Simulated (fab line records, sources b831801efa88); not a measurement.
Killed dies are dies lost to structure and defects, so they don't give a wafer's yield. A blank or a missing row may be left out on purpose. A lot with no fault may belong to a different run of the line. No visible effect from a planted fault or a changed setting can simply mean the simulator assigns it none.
Matching of chambers + flow sky130 + 4 sister chambers for SKY_CONTACT_CMP_27 on cmp-02
The step polishes, stops on SiO2, t overpolish 15 s, target thk 0 nm. 8 wafers are shown with their chamber, then 8 later ones without.

== EACH WAFER AND ITS CHAMBER ==
| wafer  | chamber | motor current A (A) | time to endpoint s (s) |
|--------|---------|---------------------|------------------------|
| L532.2 | 2       | 10.9                | 83                     |
| L532.5 | 2       | 10.4                | 85                     |
| L534.2 | 3       | 10.0                | 86                     |
| L535.3 | 0       | 12.2                | 85                     |
| L535.6 | 0       | 12.0                | 86                     |
| L540.1 | 3       | 9.9                 | 82                     |
| L540.5 | 1       | 10.3                | 81                     |
| L544.3 | 1       | 10.0                | 78                     |

== WAFERS WHOSE CHAMBER IS MISSING ==
| wafer  | motor current A (A) | time to endpoint s (s) |
|--------|---------------------|------------------------|
| L544.5 | 12.0                | 85                     |
| L544.6 | 10.2                | 77                     |
| L545.2 | 10.4                | 84                     |
| L545.3 | 11.9                | 88                     |
| L545.6 | 11.8                | 88                     |
| L553.3 | 10.5                | 81                     |
| L553.4 | 10.3                | 75                     |
| L553.5 | 10.0                | 74                     |

== EACH ONE'S CHAMBER ==
| wafer  | from the rows above          | in truth                   |
|--------|------------------------------|----------------------------|
| L544.5 | 0                            | 0                          |
| L544.6 | 1                            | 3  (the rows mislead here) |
| L545.2 | can't be placed: 2 or 3 or 1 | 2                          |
| L545.3 | 0                            | 0                          |
| L545.6 | 0                            | 0                          |
| L553.3 | can't be placed: 2 or 1 or 3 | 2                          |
| L553.4 | 1                            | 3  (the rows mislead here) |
| L553.5 | 1                            | 1                          |
Correctly placed: 4 of 8. Can't be placed from these rows: 2 (the true chamber is among the candidates in 2). Wrongly placed: 2.
How it was worked out, from the rows above alone: a wafer's distance from a chamber is the root of the sum, over the readings, of the square of ((its reading less the chamber's mean) divided by the reading's scatter). If the next closest chamber is less than 2 further off than the closest, the wafer can't be placed; otherwise it belongs to the closest. The mean given for a chamber averages the wafers shown for that chamber. The scatter: take each reading less its chamber's mean, square it, sum over the shown wafers, divide by the number of wafers less the number of chambers, and take the root.
